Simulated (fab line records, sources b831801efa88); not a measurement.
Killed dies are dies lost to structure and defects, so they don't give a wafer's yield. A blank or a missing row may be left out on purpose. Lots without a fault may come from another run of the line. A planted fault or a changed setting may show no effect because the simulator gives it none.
A struck lot beside a sound one | flow sky130 | 18 steps out of a route of 708
Sound: wafers L522.1, L522.4, L522.5. Struck: wafers L530.3, L530.4, L530.6. The cause comes at the end.
At each step with rows: each side's tool, then ch and its chambers, then its first start. Under that, the readings that differ: sound wafers | struck wafers | difference of the means | sigmas: that difference in standard deviations of wafers without a fault.
alike: readings whose means differ by less than 2 such deviations, and words and numbers that are the same on both sides. not compared: withheld readings, readings that some wafer has no value for, bounds like >300 that may hide the same value, and numbers for which the record gives no deviation and whose values overlap.
The two part at a step that has a row with sigmas, a row that says differs or no value, or rows on one side only. Numbers that don't overlap but have no deviation are shown without sigmas and don't part them. A reading that every wafer of one side lacks parts them only if that side has two wafers or more.

first, 1 step without rows for these wafers: SKY_VT_ADJUST_PCH_IMPLANT_08.
SKY_VT_ADJUST_PCH_STRIP_09: strips in O2/N2.
  sound on plasma_asher-02 ch 0,1, day 11 12:44; struck on plasma_asher-01 ch 0,1, day 13 02:59
  alike: drypump_motor_current_A, oes_product_au, strip_time_to_endpoint_s
  not compared: rf_hours_counter_h
SKY_VT_ADJUST_PCH_TW_MEAS_10:
  sound on film_metro-01, day 11 12:50; struck on film_metro-01, day 13 03:04
  alike: VT_ADJUST_PCH_TW
then, 7 steps without rows for these wafers: SKY_SONOS_TUNNEL_DEHYDRATE_00 (time 60 s); SKY_SONOS_TUNNEL_HMDS_01 (prime time 60 s); SKY_SONOS_TUNNEL_COAT_02 (resist thk 1140 nm); SKY_SONOS_TUNNEL_SOFTBAKE_03 (time 60 s); SKY_SONOS_TUNNEL_EXPOSE_04 (exposes mask TUNM, target cd 410 nm); SKY_SONOS_TUNNEL_PEB_05; SKY_SONOS_TUNNEL_DEVELOP_06 (develop time 60 s).
SKY_SONOS_TUNNEL_CD_MEAS_07: target cd 410 nm.
  sound on cd_sem-02, day 12 11:55; struck on cd_sem-01, day 14 05:13
  alike: cd_nm
SKY_SONOS_TUNNEL_OVL_MEAS_08:
  sound on overlay-01, day 12 12:02; struck on overlay-01, day 14 05:18
  alike: SONOS_TUNNEL_OVL
SKY_SONOS_TUNNEL_IMPLANT_09:
  sound on implanter-04 ch 0, day 12 12:05; struck on implanter-02 ch 0, day 14 05:41
  alike: beam_energy_keV, dose_ions_cm2
then, 2 steps without rows for these wafers: SKY_SONOS_TUNNEL_WET_ETCH_10 (etches SiO2 in dHF, target depth 14 nm, time 280 s); SKY_SONOS_TUNNEL_STRIP_11 (strips in SPM, time 600 s).
SKY_SONOS_TUNNEL_TW_MEAS_12:
  sound on film_metro-03, day 12 12:31; struck on film_metro-03, day 14 06:22
  reading         | sound             | struck            | difference | sigmas
  SONOS_TUNNEL_TW | 195.3 196.2 196.3 | 241.4 241.1 240.5 | +45.1      | +21
then, 1 step without rows for these wafers: SKY_SONOS_TUNNEL_CLEAN_13 (cleans in dHF, time 20 s).
-- the record jumps here: 34 days lie between the struck wafers' starts before and after (it left off in module SONOS_TUNNEL and takes up again in module PAD_OPEN, whose first step shown is number 708 of the route) --
SKY_PAD_OPEN_PROBE_99:
  sound on prober-01, day 46 12:54; struck on prober-02, day 48 04:03
  reading                                 | sound                   | struck                 | difference | sigmas
  model.etest.tip_sonos.rs_ohm_sq         | 2606 2591 2644          | 2798 2848 2845         | +217       |
  model.etest.sonos_uncharged.r_on_ohm_um | 808.7 803.7 816.4       | 876.2 884.3 869.6      | +67.1      |
  model.etest.sonos_baked.vt_v (V)        | 1.002 0.9944 1.009      | 1.172 1.21 1.201       | +0.193     |
  model.etest.sonos_programmed.vt_v (V)   | 1.453 1.494 1.55        | 1.696 1.665 1.692      | +0.185     |
  model.etest.sonos_uncharged.vt_v (V)    | -0.4103 -0.4415 -0.4162 | -0.2463 -0.1758 -0.213 | +0.2110    |
  model.etest.sonos_erased.vt_v (V)       | -2.309 -2.3 -2.352      | -2.015 -2.097 -2.066   | +0.261     |
  alike: killed_at_M0_to_M3, killed_at_M4_up, killed_at_contacts, killed_at_front_end, killed_at_other, killed_dies, killed_open, killed_short

WHERE THEY PART
Only at SKY_SONOS_TUNNEL_TW_MEAS_12, within this record. Later steps at which nothing parts them and some readings are alike: SKY_PAD_OPEN_PROBE_99.

WHY: what the simulator had put in
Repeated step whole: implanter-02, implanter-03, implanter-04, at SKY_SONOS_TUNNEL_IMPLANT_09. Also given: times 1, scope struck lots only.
